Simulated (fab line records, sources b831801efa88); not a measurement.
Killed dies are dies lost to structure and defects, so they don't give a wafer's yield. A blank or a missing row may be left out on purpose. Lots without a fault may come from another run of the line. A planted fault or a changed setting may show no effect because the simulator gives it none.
Which tool did it? | flow sky130 | 12 lots, 36 wafers sampled, at 6 steps of a route of 708

WHAT THE GAUGES READ, wafer by wafer
SKY_CONTACT_THK_MEAS_01. Usual: CONTACT_CVD_00_THK 75.1 nm, standard deviation 0.91.
lot  | measured     | on            | CONTACT_CVD_00_THK (nm) | flag
L369 | day 30 02:52 | film_metro-04 | 74.1 74.5 75.3          |
L371 | day 30 20:21 | film_metro-01 | 73.8 74.0 75.9          |
L372 | day 31 01:57 | film_metro-04 | 74.2 75.4 75.1          |
L374 | day 33 05:25 | film_metro-01 | 74.3 75.8 76.0          |
L376 | day 33 08:45 | film_metro-01 | 75.4 74.2 75.9          |
L377 | day 33 10:53 | film_metro-01 | 74.7 77.0 76.4          |
L379 | day 33 14:31 | film_metro-01 | 75.1 75.2 76.4          |
L378 | day 33 17:43 | film_metro-01 | 74.5 74.2 75.4          |
L388 | day 37 07:35 | film_metro-03 | 74.3 74.6 75.7          |
L390 | day 37 21:02 | film_metro-03 | 75.0 77.1 75.9          |
L391 | day 37 21:35 | film_metro-03 | 74.0 74.3 76.1          |
L392 | day 38 17:59 | film_metro-01 | 73.4 73.3 73.9          |

SKY_CONTACT_THK_MEAS_03. Usual: CONTACT_HDPCVD_THK 563 nm, standard deviation 4.9.
lot  | measured     | on            | CONTACT_HDPCVD_THK (nm) | flag
L369 | day 30 02:59 | film_metro-01 | 565 564 566             |
L371 | day 30 20:29 | film_metro-03 | 556 568 565             |
L372 | day 31 02:05 | film_metro-01 | 567 566 567             |
L374 | day 33 05:34 | film_metro-03 | 563 563 570             |
L376 | day 33 08:53 | film_metro-04 | 568 566 567             |
L377 | day 33 11:01 | film_metro-04 | 1012 1010 1010          | OFF
L379 | day 33 14:38 | film_metro-04 | 1004 1003 1014          | OFF
L378 | day 33 17:51 | film_metro-04 | 1014 1011 1020          | OFF
L388 | day 37 07:46 | film_metro-01 | 563 561 565             |
L390 | day 37 21:10 | film_metro-01 | 555 561 567             |
L391 | day 37 21:43 | film_metro-04 | 564 567 565             |
L392 | day 38 18:07 | film_metro-03 | 560 563 555             |

SKY_CONTACT_CD_MEAS_14: target cd 170 nm. Usual: cd_nm 169.7 nm, standard deviation 1.4.
lot  | measured     | on        | cd_nm (nm)        | flag
L369 | day 31 06:26 | cd_sem-01 | 169.3 172.2 171.4 |
L371 | day 32 00:25 | cd_sem-02 | 169.0 170.9 169.3 |
L372 | day 32 05:13 | cd_sem-01 | 169.2 167.8 169.1 |
L374 | day 34 08:44 | cd_sem-01 | 168.8 167.7 166.8 |
L376 | day 34 11:31 | cd_sem-01 | 169.8 171.3 170.7 |
L377 | day 34 13:59 | cd_sem-02 | 170.4 169.7 171.1 |
L379 | day 34 17:25 | cd_sem-02 | 171.0 170.3 169.9 |
L378 | day 34 21:04 | cd_sem-02 | 170.8 168.1 169.6 |
L388 | day 38 10:05 | cd_sem-01 | 170.5 169.6 170.2 |
L390 | day 38 23:15 | cd_sem-01 | 169.6 170.3 169.6 |
L391 | day 38 23:37 | cd_sem-01 | 171.8 171.1 172.9 |
L392 | day 39 19:22 | cd_sem-01 | 171.1 170.0 170.6 |

WHICH TOOL RAN EACH LOT (tool, then ch and the chambers of the sampled wafers, then the start)
lot  | SKY_LI_CONTACT_SPUTTER_20    | SKY_CONTACT_HDPCVD_02            | SKY_CONTACT_CMP_04
L369 | pvd_sputter-03, day 28 22:35 | hdpcvd-01 ch 0,1, day 30 02:55   | cmp-01 ch 1,2,3, day 30 03:02
L371 | pvd_sputter-03, day 29 15:13 | hdpcvd-02 ch 0,2, day 30 20:25   | cmp-02 ch 0,2,3, day 30 20:35
L372 | pvd_sputter-02, day 29 20:44 | hdpcvd-01 ch 1,2, day 31 02:01   | cmp-02 ch 2,3, day 31 02:08
L374 | pvd_sputter-03, day 32 01:21 | hdpcvd-01 ch 0,2, day 33 05:28   | cmp-01 ch 2,3, day 33 05:40
L376 | pvd_sputter-02, day 32 03:37 | hdpcvd-01 ch 0,1,2, day 33 08:49 | cmp-02 ch 0,2,3, day 33 08:56
L377 | pvd_sputter-03, day 32 05:31 | hdpcvd-01 ch 0,2, day 33 10:56   | cmp-02 ch 0,1,3, day 33 11:13
L379 | pvd_sputter-02, day 32 09:58 | hdpcvd-01 ch 0,2, day 33 14:34   | cmp-02 ch 0,2, day 33 14:45
L378 | pvd_sputter-02, day 32 12:42 | hdpcvd-01 ch 0,2, day 33 17:47   | cmp-01 ch 2,3, day 33 17:55
L388 | pvd_sputter-02, day 36 04:36 | hdpcvd-01 ch 0,1, day 37 07:38   | cmp-02 ch 0,2,3, day 37 07:49
L390 | pvd_sputter-03, day 36 17:27 | hdpcvd-01 ch 1,2, day 37 21:04   | cmp-02 ch 0,1,2, day 37 21:18
L391 | pvd_sputter-02, day 36 18:10 | hdpcvd-01 ch 0,2, day 37 21:39   | cmp-02 ch 2,3, day 37 21:48
L392 | pvd_sputter-02, day 37 14:22 | hdpcvd-01 ch 0,1,2, day 38 18:02 | cmp-02 ch 0,1,3, day 38 18:10
- SKY_LI_CONTACT_SPUTTER_20: material TiN, target thk 20 nm, time 80 s.
- SKY_CONTACT_HDPCVD_02: deposits SiO2, target thk 565 nm, time 94.2 s.
- SKY_CONTACT_CMP_04: polishes SiO2.

WHAT THE TOOLS THEMSELVES READ (means of the sampled wafers that have a number; where no wafer has one, the mark that the record gives instead)
SKY_LI_CONTACT_SPUTTER_20. Usual: throttle_valve_pct 29.7 %, standard deviation 0.98.
lot  | tool           | throttle_valve_pct (%) | flag
L369 | pvd_sputter-03 | 30.3                   |
L371 | pvd_sputter-03 | 29.9                   |
L372 | pvd_sputter-02 | 29.8                   |
L374 | pvd_sputter-03 | 29.2                   |
L376 | pvd_sputter-02 | 29.5                   |
L377 | pvd_sputter-03 | 30.5                   |
L379 | pvd_sputter-02 | 29.2                   |
L378 | pvd_sputter-02 | 29.7                   |
L388 | pvd_sputter-02 | 29.6                   |
L390 | pvd_sputter-03 | 29.1                   |
L391 | pvd_sputter-02 | 29.7                   |
L392 | pvd_sputter-02 | 29.6                   |

SKY_CONTACT_HDPCVD_02. Usual: sih4_flow_sccm 60.02 sccm, standard deviation 0.18.
lot  | tool      | sih4_flow_sccm (sccm) | flag
L369 | hdpcvd-01 | 60.16                 |
L371 | hdpcvd-02 | 60.06                 |
L372 | hdpcvd-01 | 60.20                 |
L374 | hdpcvd-01 | 59.97                 |
L376 | hdpcvd-01 | 59.95                 |
L377 | hdpcvd-01 | 60.01                 |
L379 | hdpcvd-01 | 60.03                 |
L378 | hdpcvd-01 | 59.77                 |
L388 | hdpcvd-01 | 60.10                 |
L390 | hdpcvd-01 | 60.11                 |
L391 | hdpcvd-01 | 60.02                 |
L392 | hdpcvd-01 | 59.98                 |

SKY_CONTACT_CMP_04. Usual: motor_current_A 11.8 A, standard deviation 0.88; time_to_endpoint_s 82 s, standard deviation 3.5.
lot  | tool   | motor_current_A (A) | time_to_endpoint_s (s) | flag
L369 | cmp-01 | 12.0                | 81                     |
L371 | cmp-02 | 11.4                | 82                     |
L372 | cmp-02 | 11.6                | 85                     |
L374 | cmp-01 | 11.9                | 79                     |
L376 | cmp-02 | 12.0                | 88                     |
L377 | cmp-02 | 11.2                | 251                    | OFF
L379 | cmp-02 | 11.9                | 251                    | OFF
L378 | cmp-01 | 12.2                | 236                    | OFF
L388 | cmp-02 | 11.6                | 86                     |
L390 | cmp-02 | 11.5                | 84                     |
L391 | cmp-02 | 11.7                | 84                     |
L392 | cmp-02 | 11.1                | 84                     |

THE ANSWER, worked out from the rows above alone
Rule: a lot is off if the mean of its wafers that have a number lies more than 3 standard deviations from the usual mean. A lot without any number at a reading at which 4 lots or more have one is off too. The other lots that the step has rows for count as sound. The gauges are gone through in route order, then the tools' own readings, and for those a lot's mean is taken as printed above. The first step at which some lot is off is used, and at that step the reading that is off furthest; a lot without a number counts as furthest.
Off: L377, L379, L378, at SKY_CONTACT_THK_MEAS_03 (CONTACT_HDPCVD_THK).
A tool fits if, at a process step before that reading, it ran every lot that is off, and no sound lot after the first of them. The gauges at SKY_CONTACT_THK_MEAS_03 aren't tried: what is off there is off at SKY_CONTACT_CMP_04 too, on other tools, and a gauge's error can't cause that. None of those tried fits.

WHAT THE SIMULATOR HAD PUT IN
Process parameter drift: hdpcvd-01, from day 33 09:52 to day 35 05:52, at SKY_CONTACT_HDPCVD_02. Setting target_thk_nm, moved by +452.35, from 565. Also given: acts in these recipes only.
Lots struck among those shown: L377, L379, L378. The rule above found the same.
